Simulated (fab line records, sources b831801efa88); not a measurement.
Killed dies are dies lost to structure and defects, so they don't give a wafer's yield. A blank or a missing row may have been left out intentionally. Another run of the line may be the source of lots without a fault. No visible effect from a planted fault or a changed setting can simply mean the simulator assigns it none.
What tool caused it? ; flow sky130 ; 72 wafers from 24 lots sampled at 6 of the route's 708 steps

== WHAT THE GAUGES SHOWED, per wafer ==
SKY_NWELL_OVL_MEAS_23. Usual: NWELL_01_OVL 0.2 nm, standard deviation 1.7.
lot;measured;on;NWELL_01_OVL (nm);flag
L075;day 5 15:05;overlay-02;0.7 2.2 2.8;
L074;day 5 16:07;overlay-01;-2.4 -1.5 0.4;
L076;day 5 20:40;overlay-02;0.7 1.1 0.4;
L077;day 5 21:46;overlay-01;-3.3 -1.5 1.4;
L078;day 6 00:56;overlay-02;0.1 2.8 0.0;
L079;day 6 10:21;overlay-02;2.1 0.0 1.9;
L080;day 6 19:08;overlay-01;-1.4 2.0 -1.0;
L081;day 7 03:51;overlay-01;-1.4 -3.2 -3.5;
L082;day 7 14:44;overlay-01;1.1 2.6 0.7;
L083;day 7 23:00;overlay-01;0.3 0.4 0.9;
L084;day 8 00:40;overlay-01;0.0 0.2 0.9;
L085;day 8 11:23;overlay-01;0.6 -0.2 1.2;
L086;day 8 12:22;overlay-02;-1.7 -0.6 -2.1;
L087;day 8 21:58;overlay-01;1.0 -1.1 -0.8;
L089;day 9 02:05;overlay-01;-0.2 -1.2 0.7;
L088;day 9 02:12;overlay-01;-0.6 0.4 0.9;
L090;day 9 10:11;overlay-02;-0.7 0.8 1.6;
L091;day 9 15:27;overlay-01;2.0 2.5 2.7;
L092;day 9 22:28;overlay-02;1.4 1.1 -0.4;
L093;day 10 04:59;overlay-02;-2.9 -3.7 -2.6;
L094;day 10 11:01;overlay-01;1.9 0.8 5.1;
L095;day 10 12:17;overlay-01;-1.8 1.2 -1.9;
L096;day 10 18:43;overlay-02;0.0 1.7 1.0;
L097;day 11 03:14;overlay-01;0.9 0.4 1.1;

SKY_LDD_P_CD_MEAS_07: the cd target is 380 nm. Usual: cd_nm at 380 nm, with a standard deviation of 3.2.
lot;measured;on;cd_nm (nm);flag
L075;day 19 11:17;cd_sem-02;381 379 381;
L074;day 19 14:05;cd_sem-02;382 381 382;
L076;day 19 18:27;cd_sem-02;377 377 375;
L077;day 19 21:35;cd_sem-02;382 379 383;
L078;day 20 04:08;cd_sem-02;379 378 378;
L079;day 20 16:27;cd_sem-02;384 386 384;
L080;day 21 06:48;cd_sem-01;382 381 382;
L081;day 21 22:02;cd_sem-01;383 380 381;
L082;day 22 09:58;cd_sem-02;380 379 379;
L083;day 23 01:43;cd_sem-01;380 377 380;
L084;day 23 00:10;cd_sem-02;383 385 383;
L085;day 23 11:12;cd_sem-02;372 374 376;
L086;day 23 17:16;cd_sem-01;379 381 381;
L087;day 24 06:16;cd_sem-02;373 374 374;
L089;day 24 13:29;cd_sem-01;377 377 376;
L088;day 24 10:25;cd_sem-01;384 383 383;
L090;day 24 23:34;cd_sem-01;380 380 376;
L091;day 25 05:01;cd_sem-01;382 381 384;
L092;day 25 14:39;cd_sem-02;380 379 380;
L093;day 26 02:38;cd_sem-02;383 385 383;
L094;day 26 04:37;cd_sem-02;382 382 383;
L095;day 26 08:01;cd_sem-02;374 377 375;
L096;day 26 23:17;cd_sem-01;380 381 383;
L097;day 27 04:56;cd_sem-02;375 375 373;

SKY_LI_CONTACT_RS_MEAS_22: measures by four-point-probe. Usual: LI_CONTACT_W_RS 0.2834 ohm/sq, standard deviation 0.0027.
lot;measured;on;LI_CONTACT_W_RS (ohm/sq);flag
L075;day 29 17:37;film_metro-02;0.2829 0.2838 0.2855;
L074;day 29 20:14;film_metro-03;0.2824 0.2811 0.2836;
L076;day 30 01:19;film_metro-01;0.2860 0.2859 0.2869;
L077;day 30 02:38;film_metro-03;0.2778 0.2811 0.2807;
L078;day 30 08:11;film_metro-02;0.2835 0.2829 0.2831;
L079;day 30 21:34;film_metro-03;0.2857 0.2839 0.2837;
L080;day 31 09:59;film_metro-03;0.2820 0.2804 0.2821;
L081;day 31 21:28;film_metro-02;0.2834 0.2814 0.2840;
L082;day 32 09:28;film_metro-01;0.2861 0.2856 0.2844;
L083;day 33 04:34;film_metro-02;0.2838 0.2819 0.2846;
L084;day 32 22:01;film_metro-01;0.2885 0.2850 0.2889;
L085;day 33 08:43;film_metro-03;0.2830 0.2821 0.2862;
L086;day 33 14:46;film_metro-01;0.2823 0.2825 0.2805;
L087;day 34 02:22;film_metro-03;0.2852 0.2824 0.2841;
L089;day 34 08:29;film_metro-02;0.2862 0.2885 0.2888;
L088;day 34 06:55;film_metro-01;0.2812 0.2804 0.2790;
L090;day 34 19:55;film_metro-01;0.2823 0.2879 0.2864;
L091;day 35 00:28;film_metro-03;0.2847 0.2791 0.2843;
L092;day 35 05:25;film_metro-01;0.2808 0.2803 0.2801;
L093;day 35 15:56;film_metro-01;0.2806 0.2839 0.2852;
L094;day 35 18:08;film_metro-01;0.2837 0.2802 0.2835;
L095;day 35 22:50;film_metro-02;0.2836 0.2852 0.2848;
L096;day 36 11:57;film_metro-02;0.2886 0.2874 0.2869;
L097;day 36 16:16;film_metro-01;0.2857 0.2821 0.2832;

SKY_VIA1_RS_MEAS_22: measures by four-point-probe. Usual: VIA1_W_RS 0.428 ohm/sq, standard deviation 0.0056.
lot;measured;on;VIA1_W_RS (ohm/sq);flag
L075;day 34 15:00;film_metro-01;0.432 0.426 0.431;
L074;day 34 17:10;film_metro-02;0.429 0.424 0.436;
L076;day 34 22:45;film_metro-01;0.434 0.424 0.437;
L077;day 34 23:59;film_metro-01;0.431 0.427 0.421;
L078;day 35 05:16;film_metro-03;0.438 0.436 0.430;
L079;day 35 14:55;film_metro-01;0.423 0.428 0.424;
L080;day 36 04:10;film_metro-02;0.433 0.428 0.437;
L081;day 36 14:17;film_metro-02;0.430 0.439 0.426;
L082;day 37 00:37;film_metro-01;0.431 0.429 0.430;
L083;day 37 18:44;film_metro-02;0.428 0.420 0.424;
L084;day 37 12:37;film_metro-03;0.423 0.419 0.424;
L085;day 37 21:25;film_metro-01;0.420 0.414 0.417;
L086;day 38 03:55;film_metro-02;0.428 0.431 0.426;
L087;day 38 14:04;film_metro-03;0.423 0.424 0.425;
L089;day 38 21:11;film_metro-01;0.425 0.423 0.426;
L088;day 38 19:28;film_metro-01;0.426 0.427 0.432;
L090;day 39 07:22;film_metro-03;0.425 0.430 0.423;
L091;day 39 11:16;film_metro-01;0.429 0.432 0.428;
L092;day 39 14:28;film_metro-01;0.437 0.435 0.432;
L093;day 40 01:04;film_metro-03;0.421 0.424 0.428;
L094;day 40 02:38;film_metro-03;0.436 0.435 0.435;
L095;day 40 09:02;film_metro-02;0.430 0.427 0.429;
L096;day 40 21:10;film_metro-01;0.438 0.425 0.437;
L097;day 41 01:24;film_metro-03;0.430 0.434 0.429;

== TOOL THAT RAN EACH LOT (tool first, then ch and the chambers of the sampled wafers, then the start) ==
lot;SKY_NWELL_RTA_28;SKY_METAL1_STRIP_20
L075;rtp_anneal-02 ch 0, day 5 15:29;plasma_asher-04 ch 0, day 33 10:41
L074;rtp_anneal-02 ch 0, day 5 16:32;plasma_asher-02 ch 0,1, day 33 13:12
L076;rtp_anneal-01 ch 0, day 5 21:04;plasma_asher-02 ch 0,1, day 33 18:44
L077;rtp_anneal-02 ch 0, day 5 22:10;plasma_asher-01 ch 0,1, day 33 19:34
L078;rtp_anneal-01 ch 0, day 6 01:21;plasma_asher-04 ch 0,1, day 34 01:34
L079;rtp_anneal-02 ch 0, day 6 10:45;plasma_asher-01 ch 0,1, day 34 11:16
L080;rtp_anneal-01 ch 0, day 6 19:32;plasma_asher-04 ch 0,1, day 35 00:13
L081;rtp_anneal-02 ch 0, day 7 04:28;plasma_asher-01 ch 0,1, day 35 10:29
L082;rtp_anneal-01 ch 0, day 7 15:10;plasma_asher-04 ch 0,1, day 35 20:58
L083;rtp_anneal-02 ch 0, day 7 23:24;plasma_asher-01 ch 0, day 36 15:02
L084;rtp_anneal-01 ch 0, day 8 01:04;plasma_asher-01 ch 0,1, day 36 08:47
L085;rtp_anneal-02 ch 0, day 8 11:47;plasma_asher-04 ch 0,1, day 36 18:43
L086;rtp_anneal-01 ch 0, day 8 12:46;plasma_asher-04 ch 0,1, day 37 00:59
L087;rtp_anneal-02 ch 0, day 8 22:23;plasma_asher-02 ch 0,1, day 37 11:28
L089;rtp_anneal-01 ch 0, day 9 02:29;plasma_asher-01 ch 0, day 37 17:56
L088;rtp_anneal-02 ch 0, day 9 02:36;plasma_asher-04 ch 0,1, day 37 16:28
L090;rtp_anneal-01 ch 0, day 9 10:35;plasma_asher-04 ch 0,1, day 38 04:19
L091;rtp_anneal-02 ch 0, day 9 15:54;plasma_asher-02 ch 0,1, day 38 08:34
L092;rtp_anneal-02 ch 0, day 9 22:52;plasma_asher-01 ch 0,1, day 38 13:26
L093;rtp_anneal-01 ch 0, day 10 05:29;plasma_asher-04 ch 0,1, day 38 22:40
L094;rtp_anneal-02 ch 0, day 10 11:26;plasma_asher-01 ch 0,1, day 39 00:47
L095;rtp_anneal-01 ch 0, day 10 12:42;plasma_asher-01 ch 0,1, day 39 06:59
L096;rtp_anneal-02 ch 0, day 10 19:07;plasma_asher-02 ch 0,1, day 39 18:59
L097;rtp_anneal-01 ch 0, day 11 03:38;plasma_asher-01 ch 0,1, day 39 23:11
- SKY_NWELL_RTA_28: time 30 s.
- SKY_METAL1_STRIP_20: strips in O2/N2.

== WHAT THE TOOLS THEMSELVES READ (means of the sampled wafers that have a number; where no wafer has one, the mark that the record gives instead) ==
SKY_NWELL_RTA_28. Usual: lamp_power_pct 25.31 %, standard deviation 0.052; wafer_temp_C_max 1055.0, standard deviation 1.1.
lot;tool;lamp_power_pct (%);wafer_temp_C_max;flag
L075;rtp_anneal-02;25.34;1055.2;
L074;rtp_anneal-02;25.33;1054.9;
L076;rtp_anneal-01;25.29;1055.3;
L077;rtp_anneal-02;25.32;1054.0;
L078;rtp_anneal-01;25.27;1055.6;
L079;rtp_anneal-02;25.31;1053.8;
L080;rtp_anneal-01;25.31;1054.4;
L081;rtp_anneal-02;25.28;1055.1;
L082;rtp_anneal-01;25.33;1055.1;
L083;rtp_anneal-02;25.34;1055.2;
L084;rtp_anneal-01;25.28;1054.5;
L085;rtp_anneal-02;25.31;1055.8;
L086;rtp_anneal-01;25.32;1055.5;
L087;rtp_anneal-02;25.29;1054.9;
L089;rtp_anneal-01;25.31;1055.5;
L088;rtp_anneal-02;25.29;1054.4;
L090;rtp_anneal-01;25.33;1054.5;
L091;rtp_anneal-02;25.30;1054.7;
L092;rtp_anneal-02;25.25;1054.2;
L093;rtp_anneal-01;25.27;1054.9;
L094;rtp_anneal-02;25.34;1054.7;
L095;rtp_anneal-01;25.32;1054.7;
L096;rtp_anneal-02;25.27;1055.4;
L097;rtp_anneal-01;25.33;1056.5;

SKY_METAL1_STRIP_20. Usual: drypump_motor_current_A 5.5 A, standard deviation 0.45; oes_product_au 0.341 a.u., standard deviation 0.0047; strip_time_to_endpoint_s 2.66 s, standard deviation 0.048.
lot;tool;drypump_motor_current_A (A);oes_product_au (a.u.);strip_time_to_endpoint_s (s);flag
L075;plasma_asher-04;5.6;0.341;2.60;
L074;plasma_asher-02;5.9;0.342;2.58;
L076;plasma_asher-02;6.0;0.343;2.68;
L077;plasma_asher-01;5.5;0.342;2.63;
L078;plasma_asher-04;5.5;0.342;2.71;
L079;plasma_asher-01;5.1;0.338;2.58;
L080;plasma_asher-04;5.4;0.339;2.66;
L081;plasma_asher-01;5.5;0.337;2.66;
L082;plasma_asher-04;5.4;0.343;2.71;
L083;plasma_asher-01;5.8;0.339;2.66;
L084;plasma_asher-01;5.5;0.338;2.66;
L085;plasma_asher-04;5.5;0.342;2.66;
L086;plasma_asher-04;5.5;0.344;2.66;
L087;plasma_asher-02;6.0;0.339;2.67;
L089;plasma_asher-01;5.9;0.344;2.69;
L088;plasma_asher-04;5.4;0.339;2.68;
L090;plasma_asher-04;5.4;0.338;2.65;
L091;plasma_asher-02;5.9;0.342;2.68;
L092;plasma_asher-01;5.1;0.340;2.71;
L093;plasma_asher-04;5.5;0.346;2.73;
L094;plasma_asher-01;5.1;0.345;2.68;
L095;plasma_asher-01;5.1;0.344;2.79;
L096;plasma_asher-02;5.9;0.339;2.66;
L097;plasma_asher-01;5.5;0.337;2.68;

== THE ANSWER, worked out from the rows above alone ==
Rule: lot off if the mean of its wafers having a number is beyond 3 standard deviations from the usual mean. Also off: a lot with no number at a reading for which 4 or more lots have one. All remaining lots with rows at the step are treated as sound. The gauges are gone through in route order, then the tools' own readings, and for those a lot's mean is taken as printed above. The first step at which some lot is off is used, and at that step the reading that is off furthest; a lot without a number counts as furthest.
Across all readings shown, no lot is off: no conclusion can be drawn from this.

== WHAT THE SIMULATOR HAD INSERTED ==
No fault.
